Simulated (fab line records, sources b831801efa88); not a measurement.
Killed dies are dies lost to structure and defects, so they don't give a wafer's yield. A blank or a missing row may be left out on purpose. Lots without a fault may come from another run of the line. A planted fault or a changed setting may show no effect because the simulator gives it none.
fab line records | flow gf180mcu | part 1 of 2: steps 1 to 32 of 41
record lots=5 wafers=15 last_day=32
route steps=602 shown M1@321 V1@335
lots that met no fault: from a run of the same line without faults
start_h: hours from the record's first day to the start of the lot's first wafer shown | wait_h: hours since the lot's step before | " the same as in the row above | L1.1+2: a row that stands for several wafers | - no value, or no start given | * or withheld: withheld | < > ~ a bound
route shown NAME@n: a module of which the file shows steps, and the number in the route of the first | usual: mean/standard deviation of fault-free wafers | same: alike in all rows | chamber/n: place in a boat | sites: the reading at each site | _std_site: their standard deviation | _edge_site: outer sites' mean less inner sites' | radius_mm: how far each site lies from the wafer's centre | mask NAME#n: copy n | behind: the tool/chamber that last shaped the wafer | hold: why the lot was held/for how many hours/how that ended | device: the transistor (n, p or np) that didn't switch | end of line: the same wafers' tests at the end of the route | a step without rows: its recipe alone | killed: dies lost to structure and defects at the first sort, not the wafer's yield | map: a wafer's dies, x killed, . not, _ none there
set.NAME: the setting as run; set.NAME@STEP: as run at that earlier step | model.NAME: the simulator's own value behind a step, which no gauge read
lots at some steps of the route; a table a step, a row a wafer
services: from which hour (start_h, from the record's first day; less than 0 if before it) a tool's chamber was out of use, for how many hours, and why
## steps
# step GF_M1_THK_MEAS_06
# recipe thk_meas_gauge=xrf reads=AlCu_of_M1_SPUTTER_02
# usual M1_ALCU_THK=459/8.7
# columns lot.wafer tool chamber start_h wait_h M1_ALCU_THK[nm]
L077.2 film_metro-02 - 391.32 0.1 470
L077.5 " - " " 461
L077.6 " - " " 466
L080.2 film_metro-02 - 414.96 0.1 451
L080.3 " - " " 456
L080.6 " - " " 463
L083.2 film_metro-04 - 443.56 0.1 462
L083.3 " - " " 451
L083.6 " - " " 453
L085.4 film_metro-01 - 459.48 0.1 468
L085.5 " - " " 469
L085.6 " - " " 477
L087.3 film_metro-04 - 480.37 0.1 466
L087.4 " - " " 480
L087.5 " - " " 467
# step GF_M1_DEHYDRATE_07
# recipe temp_c=200 time_s=60
# columns lot.wafer tool chamber start_h wait_h
L077.2+5+6 litho_track-01 0 402.68 11.4
L080.2+3+6 litho_track-04 0 426.48 11.5
L083.2+3+6 litho_track-04 0 455.68 12.1
L085.4+5+6 litho_track-01 0 471.08 11.6
L087.3+4+5 litho_track-02 0 491.65 11.3
# step GF_M1_HMDS_08
# recipe prime_time_s=60 prime_temp_c=120
# columns lot.wafer tool chamber start_h wait_h
L077.2+5+6 litho_track-01 0 402.83 0.1
L080.2+3+6 litho_track-04 0 426.63 0.1
L083.2+3+6 litho_track-04 0 455.83 0.1
L085.4+5+6 litho_track-01 0 471.23 0.1
L087.3+4+5 litho_track-02 0 491.80 0.1
# step GF_M1_COAT_09
# recipe resist=KrF spin_rpm=withheld resist_thk_nm=1000
# columns lot.wafer tool chamber start_h wait_h
L077.2+5+6 litho_track-01 0 402.98 0.1
L080.2+3+6 litho_track-04 0 426.78 0.1
L083.2+3+6 litho_track-04 0 455.98 0.1
L085.4+5+6 litho_track-01 0 471.38 0.1
L087.3+4+5 litho_track-02 0 491.95 0.1
# step GF_M1_SOFTBAKE_10
# recipe temp_c=130 time_s=60 resist=KrF
# columns lot.wafer tool chamber start_h wait_h
L077.2+5+6 litho_track-01 0 403.13 0.1
L080.2+3+6 litho_track-04 0 426.93 0.1
L083.2+3+6 litho_track-04 0 456.13 0.1
L085.4+5+6 litho_track-01 0 471.53 0.1
L087.3+4+5 litho_track-02 0 492.10 0.1
# step GF_M1_EXPOSE_11
# recipe mask_id=Metal1 target_cd_nm=230 na=0.68 source_shape=conventional sigma_outer=0.6 dose_mj=28
# same na=0.68
# columns lot.wafer tool chamber start_h wait_h mask
L077.2+5+6 krf_scanner-02 0 - - Metal1#0
L080.2+3+6 krf_scanner-01 0 - - Metal1#0
L083.2+3+6 krf_scanner-01 0 - - Metal1#0
L085.4+5+6 krf_scanner-01 0 - - Metal1#0
L087.3+4+5 krf_scanner-02 0 - - Metal1#0
# step GF_M1_PEB_12
# recipe peb_temp_c=135 peb_time_s=90 resist=KrF
# same peb_time_s=90
# columns lot.wafer tool chamber start_h wait_h
L077.2+5+6 litho_track-02 0 - -
L080.2+3+6 litho_track-04 0 - -
L083.2+3+6 litho_track-04 0 - -
L085.4+5+6 litho_track-04 0 - -
L087.3+4+5 litho_track-04 0 - -
# step GF_M1_DEVELOP_13
# recipe develop_time_s=60 dev_temp_c=21
# columns lot.wafer tool chamber start_h wait_h
L077.2+5+6 litho_track-02 0 414.67 0.2
L080.2+3+6 litho_track-04 0 438.53 0.2
L083.2+3+6 litho_track-04 0 467.83 0.2
L085.4+5+6 litho_track-04 0 483.38 0.1
L087.3+4+5 litho_track-04 0 503.55 0.1
# step GF_M1_CD_MEAS_14
# recipe target_cd_nm=230
# usual cd_nm=229.9/1.4
# columns lot.wafer tool chamber start_h wait_h cd_nm
L077.2 cd_sem-02 - 414.82 0.1 229.3
L077.5 " - " " 230.3
L077.6 " - " " 230.7
L080.2 cd_sem-01 - 438.67 0.1 229.8
L080.3 " - " " 229.2
L080.6 " - " " 229.6
L083.2 cd_sem-02 - 467.97 0.1 230.4
L083.3 " - " " 229.5
L083.6 " - " " 229.9
L085.4 cd_sem-02 - 483.51 0.1 233.2
L085.5 " - " " 233.1
L085.6 " - " " 232.9
L087.3 cd_sem-01 - 503.69 0.1 230.5
L087.4 " - " " 229.9
L087.5 " - " " 228.9
# step GF_M1_OVL_MEAS_15
# usual M1_OVL=1/5.5
# columns lot.wafer tool chamber start_h wait_h M1_OVL[nm]
L077.2 overlay-02 - 414.92 0.1 -4
L077.5 " - " " -2
L077.6 " - " " -8
L080.2 overlay-01 - 438.78 0.1 9
L080.3 " - " " 7
L080.6 " - " " 5
L083.2 overlay-02 - 468.08 0.1 5
L083.3 " - " " 17
L083.6 " - " " 9
L085.4 overlay-02 - 483.59 0.1 3
L085.5 " - " " 2
L085.6 " - " " 6
L087.3 overlay-02 - 503.78 0.1 -1
L087.4 " - " " 5
L087.5 " - " " 1
# step GF_M1_METAL_ETCH_16
# recipe chemistry=Cl2/BCl3 mask_material=KrF target_depth_nm=750.8 stop_on=SiO2 pressure_mtorr=8 icp_w=800 bias_w=140 Cl2_flow_sccm=80 bcl3_flow_sccm=40 time_s=125.1
# usual drypump_motor_current_A=5.7/0.4 oes_product_au=0.992/0.0063 throttle_valve_pct=28.226/0.011
# columns lot.wafer tool chamber start_h wait_h drypump_motor_current_A oes_product_au rf_hours_counter_h throttle_valve_pct
L077.2 rie_metal-02 0 414.95 0.0 5.1 0.998 9 28.225
L077.5 " 0 " " 5.1 0.996 - 28.221
L077.6 " 1 " " 5.4 1.001 - 28.216
L080.2 rie_metal-02 1 438.81 0.0 5.4 1.001 8 28.236
L080.3 " 1 " " 5.4 0.991 - 28.231
L080.6 " 1 " " 5.4 0.999 - 28.233
L083.2 rie_metal-03 1 468.11 0.0 6.4 0.984 9 28.206
L083.3 " 1 " " 6.4 0.998 - 28.232
L083.6 " 0 " " 5.8 0.998 - 28.233
L085.4 rie_metal-03 1 483.74 0.1 6.3 0.988 - 28.231
L085.5 " 1 " " 6.3 0.992 - 28.220
L085.6 " 1 " " 6.3 0.989 - 28.229
L087.3 rie_metal-03 1 503.85 0.1 6.3 0.997 - 28.214
L087.4 " 0 " " 5.8 0.986 - 28.232
L087.5 " 1 " " 6.3 0.991 - 28.214
# step GF_M1_STRIP_17
# recipe chemistry=O2/N2 power_w=1400 pressure_mtorr=1500 platen_temp_c=250 o2_flow_sccm=3000 n2_flow_sccm=300 overash_fraction=0.5
# usual drypump_motor_current_A=5.9/0.54 heater_power_w=365/47 oes_product_au=0.536/0.0052 strip_time_to_endpoint_s=7.34/0.068
# columns lot.wafer tool chamber start_h wait_h drypump_motor_current_A heater_power_w oes_product_au rf_hours_counter_h strip_time_to_endpoint_s
L077.2 plasma_asher-01 1 415.08 0.1 5.9 348 0.530 74 7.17
L077.5 " 1 " " 5.9 345 0.531 - 7.21
L077.6 " 0 " " 5.6 359 0.532 - 7.25
L080.2 plasma_asher-03 1 438.94 0.1 4.9 303 0.530 87 7.24
L080.3 " 1 " " 4.9 301 0.531 - 7.25
L080.6 " 1 " " 4.9 309 0.524 - 7.22
L083.2 plasma_asher-03 0 468.24 0.1 6.2 404 0.542 90 7.37
L083.3 " 0 " " 6.2 405 0.535 - 7.34
L083.6 " 1 " " 4.9 306 0.543 - 7.27
L085.4 plasma_asher-01 1 483.90 0.1 5.9 375 0.532 - 7.40
L085.5 " 0 " " 5.6 368 0.530 - 7.36
L085.6 " 1 " " 5.9 376 0.536 - 7.35
L087.3 plasma_asher-04 1 503.97 0.1 6.6 429 0.548 - 7.38
L087.4 " 0 " " 6.1 308 0.540 - 7.36
L087.5 " 1 " " 6.6 427 0.530 - 7.43
# step GF_M1_STRIP_18
# recipe chemistry=post_etch_residue_remover time_s=1200 temp_c=72.5
# usual bath_guard_temp_C=72.94/0.29 bath_heat_duty_pct=14.1/1.3
# columns lot.wafer tool chamber start_h wait_h bath_guard_temp_C bath_heat_duty_pct
L077.2 wet_bench-04 1 415.18 0.1 73.15 12.8
L077.5 " 1 " " 73.14 11.6
L077.6 " 1 " " 73.00 11.9
L080.2 wet_bench-02 2 439.04 0.1 72.81 14.4
L080.3 " 2 " " 72.58 13.9
L080.6 " 2 " " 72.49 14.8
L083.2 wet_bench-04 2 468.34 0.1 72.62 16.4
L083.3 " 2 " " 72.75 15.2
L083.6 " 2 " " 72.82 14.4
L085.4 wet_bench-02 0 484.01 0.1 72.95 14.9
L085.5 " 0 " " 73.08 14.9
L085.6 " 0 " " 72.77 12.0
L087.3 wet_bench-03 0 504.04 0.0 73.35 12.7
L087.4 " 0 " " 72.84 14.0
L087.5 " 0 " " 73.16 13.9
# step GF_M1_CLEAN_19
# recipe chemistry=DIW dry=n2_spin
# columns lot.wafer tool chamber start_h wait_h
L077.2+5+6 wet_bench-04 2 415.55 0.0
L080.2+3+6 wet_bench-03 0 439.38 0.0
L083.2+3+6 wet_bench-02 2 468.68 0.0
L085.4+5+6 wet_bench-03 1 484.38 0.0
L087.3+4+5 wet_bench-02 2 504.41 0.0
# step GF_V1_CVD_00
# recipe material=SiO2 target_thk_nm=600 sigma_open_frac=0.3 temp_c=400 time_s=100 sih4_flow_sccm=60 pressure_mtorr=6
# columns lot.wafer tool chamber start_h wait_h
L077.2+5+6 hdpcvd-01 2,1,0 415.65 0.0
L080.2+3+6 hdpcvd-01 0,2,0 439.48 0.0
L083.2+3+6 hdpcvd-02 2,1,1 468.77 0.0
L085.4+5+6 hdpcvd-02 2,0,1 484.51 0.0
L087.3+4+5 hdpcvd-01 2,0,1 504.50 0.0
# step GF_V1_THK_MEAS_01
# recipe reads=SiO2_of_V1_CVD_00
# usual V1_CVD_00_THK=600/8.1
# columns lot.wafer tool chamber start_h wait_h V1_CVD_00_THK[nm]
L077.2 film_metro-02 - 415.74 0.0 601
L077.5 " - " " 595
L077.6 " - " " 610
L080.2 film_metro-02 - 439.56 0.0 608
L080.3 " - " " 593
L080.6 " - " " 613
L083.2 film_metro-02 - 468.85 0.0 590
L083.3 " - " " 596
L083.6 " - " " 600
L085.4 film_metro-02 - 484.58 0.0 601
L085.5 " - " " 590
L085.6 " - " " 609
L087.3 film_metro-02 - 504.59 0.1 603
L087.4 " - " " 622
L087.5 " - " " 603
# step GF_V1_CVD_02
# recipe material=SiO2 target_thk_nm=850 precursor=TEOS temp_c=400 time_s=94.851 rf_w=600
# usual heater_power_w=645/130
# columns lot.wafer tool chamber start_h wait_h heater_power_w since_wet_clean_h
L077.2 pecvd-04 2 415.79 0.0 785 658
L077.5 " 0 " " 572 -
L077.6 " 2 " " 806 -
L080.2 pecvd-03 2 439.61 0.0 500 473
L080.3 " 1 " " 659 473
L080.6 " 2 " " 538 -
L083.2 pecvd-01 0 468.90 0.0 420 294
L083.3 " 0 " " 454 -
L083.6 " 2 " " 723 -
L085.4 pecvd-03 2 484.64 0.1 519 -
L085.5 " 0 " " 739 -
L085.6 " 1 " " 560 -
L087.3 pecvd-01 1 504.63 0.0 731 330
L087.4 " 1 " " 800 -
L087.5 " 2 " " 616 -
# step GF_V1_THK_MEAS_03
# recipe reads=SiO2_of_V1_CVD_02
# usual V1_CVD_02_THK=852/12
# columns lot.wafer tool chamber start_h wait_h V1_CVD_02_THK[nm]
L077.2 film_metro-01 - 415.87 0.0 832
L077.5 " - " " 855
L077.6 " - " " 848
L080.2 film_metro-03 - 439.69 0.0 849
L080.3 " - " " 868
L080.6 " - " " 862
L083.2 film_metro-03 - 469.02 0.1 836
L083.3 " - " " 851
L083.6 " - " " 858
L085.4 film_metro-03 - 484.71 0.0 852
L085.5 " - " " 865
L085.6 " - " " 860
L087.3 film_metro-03 - 504.72 0.1 827
L087.4 " - " " 847
L087.5 " - " " 856
# step GF_V1_CMP_04
# recipe material=SiO2 down_force_psi=4 platen_rpm=60 pad_velocity_m_s=0.94248
# usual edge_zone_pressure_frac=0.999/0.0056 motor_current_A=12.6/1.2 slurry_filter_dp_kPa=13.50/0.12 time_to_endpoint_s=81/5.6
# columns lot.wafer tool chamber start_h wait_h edge_zone_pressure_frac motor_current_A slurry_filter_dp_kPa time_to_endpoint_s
L077.2 cmp-01 1 415.97 0.1 1.001 12.6 13.52 72
L077.6 " 0 " " 0.990 10.6 13.59 79
L077.5 " 1 " " 0.997 12.8 13.60 80
L080.3 cmp-01 3 439.74 0.0 0.990 15.3 13.34 80
L080.2 " 2 " " 1.006 12.0 13.55 74
L080.6 " 3 " " 0.989 15.2 13.48 79
L083.2 cmp-02 2 469.07 0.0 1.005 12.8 13.30 79
L083.3 " 3 " " 0.993 13.3 13.65 84
L083.6 " 2 " " 0.992 12.5 13.41 84
L085.4 cmp-01 0 484.89 0.2 0.997 10.3 13.48 81
L085.5 " 1 " " 1.008 13.4 13.38 83
L085.6 " 2 " " 1.004 12.6 13.44 81
L087.4 cmp-02 3 504.91 0.2 0.999 12.8 13.60 82
L087.3 " 0 " " 1.002 12.7 13.49 70
L087.5 " 0 " " 1.000 12.9 13.65 83
# step GF_V1_BOW_MEAS_05
# recipe mode=bow
# usual V1_BOW=83/6.9
# columns lot.wafer tool chamber start_h wait_h V1_BOW[um]
L077.2 film_metro-03 - 416.24 0.2 75
L077.5 " - " " 84
L077.6 " - " " 84
L080.2 film_metro-01 - 440.06 0.1 89
L080.3 " - " " 82
L080.6 " - " " 57
L083.2 film_metro-03 - 469.40 0.3 78
L083.3 " - " " 80
L083.6 " - " " 68
L085.4 film_metro-03 - 485.10 0.2 80
L085.5 " - " " 84
L085.6 " - " " 77
L087.3 film_metro-02 - 505.25 0.2 93
L087.4 " - " " 83
L087.5 " - " " 83
# step GF_V1_DEHYDRATE_06
# recipe temp_c=200 time_s=60
# columns lot.wafer tool chamber start_h wait_h
L077.2+5+6 litho_track-03 0 427.53 11.3
L080.2+3+6 litho_track-04 0 451.63 11.5
L083.2+3+6 litho_track-04 0 480.83 11.4
L085.4+5+6 litho_track-01 0 495.98 10.9
L087.3+4+5 litho_track-03 0 516.00 10.7
# step GF_V1_HMDS_07
# recipe prime_time_s=60 prime_temp_c=120
# columns lot.wafer tool chamber start_h wait_h
L077.2+5+6 litho_track-03 0 427.68 0.1
L080.2+3+6 litho_track-04 0 451.78 0.1
L083.2+3+6 litho_track-04 0 480.98 0.1
L085.4+5+6 litho_track-01 0 496.13 0.1
L087.3+4+5 litho_track-03 0 516.15 0.1
# step GF_V1_COAT_08
# recipe resist=BARC temp_c=withheld time_s=withheld spin_rpm=withheld resist_thk_nm=withheld
# columns lot.wafer tool chamber start_h wait_h
L077.2+5+6 litho_track-03 0 427.83 0.1
L080.2+3+6 litho_track-04 0 451.93 0.1
L083.2+3+6 litho_track-04 0 481.13 0.1
L085.4+5+6 litho_track-01 0 496.28 0.1
L087.3+4+5 litho_track-03 0 516.30 0.1
# step GF_V1_COAT_09
# recipe resist=KrF spin_rpm=withheld resist_thk_nm=1000
# columns lot.wafer tool chamber start_h wait_h
L077.2+5+6 litho_track-03 0 - -
L080.2+3+6 litho_track-04 0 - -
L083.2+3+6 litho_track-04 0 - -
L085.4+5+6 litho_track-01 0 - -
L087.3+4+5 litho_track-03 0 - -
# step GF_V1_SOFTBAKE_10
# recipe temp_c=130 time_s=60 resist=KrF
# columns lot.wafer tool chamber start_h wait_h
L077.2+5+6 litho_track-03 0 - -
L080.2+3+6 litho_track-04 0 - -
L083.2+3+6 litho_track-04 0 - -
L085.4+5+6 litho_track-01 0 - -
L087.3+4+5 litho_track-03 0 - -
# step GF_V1_EXPOSE_11
# recipe mask_id=Via1 target_cd_nm=260 na=0.68 source_shape=conventional sigma_outer=0.6 dose_mj=38
# same na=0.68
# columns lot.wafer tool chamber start_h wait_h mask
L077.2+5+6 krf_scanner-02 0 - - Via1#0
L080.2+3+6 krf_scanner-02 0 - - Via1#0
L083.2+3+6 krf_scanner-01 0 - - Via1#0
L085.4+5+6 krf_scanner-01 0 - - Via1#0
L087.3+4+5 krf_scanner-01 0 - - Via1#0
# step GF_V1_PEB_12
# recipe peb_temp_c=135 peb_time_s=90 resist=KrF
# same peb_time_s=90
# columns lot.wafer tool chamber start_h wait_h
L077.2+5+6 litho_track-03 0 - -
L080.2+3+6 litho_track-04 0 - -
L083.2+3+6 litho_track-03 0 - -
L085.4+5+6 litho_track-03 0 - -
L087.3+4+5 litho_track-03 0 - -
# step GF_V1_DEVELOP_13
# recipe develop_time_s=60 resist=KrF dev_temp_c=21
# columns lot.wafer tool chamber start_h wait_h
L077.2+5+6 litho_track-03 0 440.18 0.2
L080.2+3+6 litho_track-04 0 463.83 0.2
L083.2+3+6 litho_track-03 0 493.38 0.2
L085.4+5+6 litho_track-03 0 508.83 0.1
L087.3+4+5 litho_track-03 0 528.05 0.1
# step GF_V1_CD_MEAS_14
# recipe target_cd_nm=260
# usual cd_nm=260.1/1.3
# columns lot.wafer tool chamber start_h wait_h cd_nm
L077.2 cd_sem-01 - 440.32 0.1 257.5
L077.5 " - " " 259.0
L077.6 " - " " 259.0
L080.2 cd_sem-01 - 463.97 0.1 259.0
L080.3 " - " " 258.2
L080.6 " - " " 257.9
L083.2 cd_sem-02 - 493.52 0.1 256.9
L083.3 " - " " 257.9
L083.6 " - " " 257.5
L085.4 cd_sem-02 - 508.96 0.1 260.5
L085.5 " - " " 260.7
L085.6 " - " " 261.6
L087.3 cd_sem-02 - 528.19 0.1 258.8
L087.4 " - " " 260.4
L087.5 " - " " 259.2
# step GF_V1_OVL_MEAS_15
# usual V1_OVL=0/5.6
# columns lot.wafer tool chamber start_h wait_h V1_OVL[nm]
L077.2 overlay-02 - 440.43 0.1 -9
L077.5 " - " " -5
L077.6 " - " " 1
L080.2 overlay-02 - 464.08 0.1 -2
L080.3 " - " " 1
L080.6 " - " " 0
L083.2 overlay-01 - 493.63 0.1 -3
L083.3 " - " " 1
L083.6 " - " " -11
L085.4 overlay-01 - 509.04 0.1 -8
L085.5 " - " " -11
L085.6 " - " " -8
L087.3 overlay-02 - 528.28 0.1 10
L087.4 " - " " 5
L087.5 " - " " 9
# step GF_V1_ETCH_16
# recipe chemistry=N2/H2 target_depth_a=withheld overetch_a=withheld time_s=withheld target=BARC ion_energy_ev=200 source_w=500 bias_w=100 pressure_mtorr=30 n2_flow_sccm=100 h2_flow_sccm=200
# usual drypump_motor_current_A=5.5/0.46 oes_product_au=0.855/0.0044 throttle_valve_pct=13.223/0.0093
# columns lot.wafer tool chamber start_h wait_h drypump_motor_current_A oes_product_au throttle_valve_pct
L077.2 rie_diel-03 2 440.46 0.0 5.7 0.851 13.227
L077.5 " 1 " " 5.3 0.857 13.236
L077.6 " 0 " " 5.3 0.856 13.215
L080.2 rie_diel-03 2 464.11 0.0 5.7 0.857 13.218
L080.3 " 3 " " 4.9 0.848 13.227
L080.6 " 0 " " 5.3 0.849 13.213
L083.2 rie_diel-03 1 493.66 0.0 5.3 0.854 13.209
L083.3 " 0 " " 5.3 0.857 13.223
L083.6 " 2 " " 5.8 0.856 13.224
L085.4 rie_diel-03 3 509.06 0.0 4.9 0.864 13.215
L085.5 " 2 " " 5.8 0.848 13.216
L085.6 " 3 " " 4.9 0.851 13.214
L087.3 rie_diel-04 2 528.31 0.0 4.9 0.854 13.232
L087.4 " 1 " " 5.7 0.859 13.224
L087.5 " 3 " " 5.8 0.852 13.200
# step GF_V1_ETCH_17
# recipe chemistry=C4F8/O2/Ar mask_material=KrF target=SiO2 stop_on=TiN source_w=1500 bias_w=1200 pressure_mtorr=40 c4f8_flow_sccm=withheld O2_flow_sccm=6 Ar_flow_sccm=300 time_s=withheld target_depth_a=6300
# usual oes_product_au=0.855/0.0047
# columns lot.wafer tool chamber start_h wait_h oes_product_au
L077.2 rie_diel-03 2 - - 0.852
L077.5 " 1 " " 0.855
L077.6 " 0 " " 0.861
L080.2 rie_diel-03 2 - - 0.853
L080.3 " 3 " " 0.850
L080.6 " 0 " " 0.862
L083.2 rie_diel-03 1 - - 0.855
L083.3 " 0 " " 0.852
L083.6 " 2 " " 0.853
L085.4 rie_diel-03 3 - - 0.859
L085.5 " 2 " " 0.857
L085.6 " 3 " " 0.857
L087.3 rie_diel-04 2 - - 0.861
L087.4 " 1 " " 0.854
L087.5 " 3 " " 0.848
